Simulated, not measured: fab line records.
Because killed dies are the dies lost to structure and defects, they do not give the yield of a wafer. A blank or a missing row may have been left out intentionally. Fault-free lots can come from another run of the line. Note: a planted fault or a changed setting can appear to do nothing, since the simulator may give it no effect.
Which of the tools did it? -- flow sky130 -- Sampling: 14 lots, 41 wafers, 2 of 708 route steps

WHAT THE GAUGES READ, wafer by wafer
SKY_LI_CONTACT_BOW_MEAS_03.
lot,measured,on,LI_CONTACT_BOW (um)
L791,day 28 04:45,film metro-01,48 59 50
L792,day 28 10:41,film metro-01,58 47 46
L793,day 29 00:02,film metro-03,62 50 41
L794,day 29 06:56,film metro-01,55 50 46
L795,day 29 17:11,film metro-03,56 54 61
L796,day 30 00:08,film metro-03,66 46 60
L797,day 30 12:08,film metro-03,47 52 45
L798,day 30 18:08,film metro-02,63 39 65
L799,day 30 20:59,film metro-03,63 57 53
L800,day 31 07:11,film metro-01,48 51 50
L803,day 32 11:02,film metro-03,54 60 57
L804,day 32 11:18,film metro-01,54 50 56
L810,day 34 07:29,film metro-02,49 59
L813,day 36 14:10,film metro-03,52 57 60

WHICH TOOL RAN EACH LOT (tool, then ch and the chambers of the sampled wafers, then the start)
lot,SKY_POLY_GATE_ETCH_17
L791,"rie si-01 ch 2,3, day 16 16:34"
L792,"rie si-01 ch 0,3, day 16 22:37"
L793,"rie si-01 ch 0,2,3, day 17 11:47"
L794,"rie si-02 ch 0,1,2, day 17 20:46"
L795,"rie si-02 ch 0,1,3, day 18 04:19"
L796,"rie si-01 ch 0,1,3, day 18 13:28"
L797,"rie si-02 ch 0,1, day 18 22:58"
L798,"rie si-01 ch 0,2,3, day 19 11:17"
L799,"rie si-02 ch 0,1,2, day 19 14:56"
L800,"rie si-01 ch 1,2,3, day 19 22:25"
L803,"rie si-01 ch 0,1,2, day 21 05:38"
L804,"rie si-02 ch 1,2,3, day 21 09:23"
L810,"rie si-02 ch 2,3, day 23 13:02"
L813,"rie si-01 ch 1,3, day 25 11:08"
- SKY_POLY_GATE_ETCH_17: etches poly-Si in HBr/Cl2, stops on SiO2, target depth 180 nm, time 70.5 s.

WHAT THE TOOLS THEMSELVES READ (means of the sampled wafers that have a number; where no wafer has one, the mark that the record gives instead)
SKY_POLY_GATE_ETCH_17.
lot,tool,chamber pressure mTorr (mTorr),drypump motor current A (A),he backside leak sccm (sccm),mfc cl2 sccm (sccm),oes product au (a.u.),run length s (s),throttle valve pct (%)
L791,rie si-01,9.994,5.9,2.65,50.02,0.976,98.8,33.681
L792,rie si-01,10.007,5.9,2.41,49.87,0.982,99.1,33.678
L793,rie si-01,9.999,6.0,2.60,50.06,0.979,98.9,33.685
L794,rie si-02,10.000,5.6,2.78,50.16,0.980,98.6,33.679
L795,rie si-02,9.998,5.6,2.61,49.99,0.983,98.9,33.682
L796,rie si-01,10.009,5.8,2.56,49.95,0.975,99.1,33.687
L797,rie si-02,10.003,5.3,2.59,50.06,0.987,98.6,33.686
L798,rie si-01,9.999,6.0,2.57,49.96,0.980,99.0,33.676
L799,rie si-02,10.006,5.6,2.76,50.19,0.990,98.8,33.683
L800,rie si-01,9.996,5.7,2.76,49.94,0.986,98.8,33.691
L803,rie si-01,9.995,5.9,2.67,49.99,0.976,99.1,33.685
L804,rie si-02,10.007,5.9,2.73,49.95,0.992,98.7,33.684
L810,rie si-02,9.989,5.7,2.87,50.21,0.991,98.7,33.684
L813,rie si-01,10.004,5.6,2.78,50.03,0.967,98.9,33.691

THE ANSWER, worked out from the rows above alone
Rule: usual is defined by the lots themselves. The widest of any qualifying gaps counts: lots, ordered by their means at a reading, are off when they make up no more than a third of the lots, leave a main group of 4 or more, and stand apart from it by 3 or more times the standard deviation of that group's means. Not used: any main group whose means are identical at the precision the tables above print for the reading. A lot without any number at a reading at which 4 lots or more have one is off too. Any other lot the step has rows for is counted as sound. After the gauges, taken in route order, come the tools' own readings; for these a lot's mean is taken, as printed above. At the first step where some lot is off, the reading lying furthest off is the one used; lots without a number count as furthest.
Nothing can be told from this: no lot is off at any reading shown.

WHAT THE SIMULATOR HAD PUT IN
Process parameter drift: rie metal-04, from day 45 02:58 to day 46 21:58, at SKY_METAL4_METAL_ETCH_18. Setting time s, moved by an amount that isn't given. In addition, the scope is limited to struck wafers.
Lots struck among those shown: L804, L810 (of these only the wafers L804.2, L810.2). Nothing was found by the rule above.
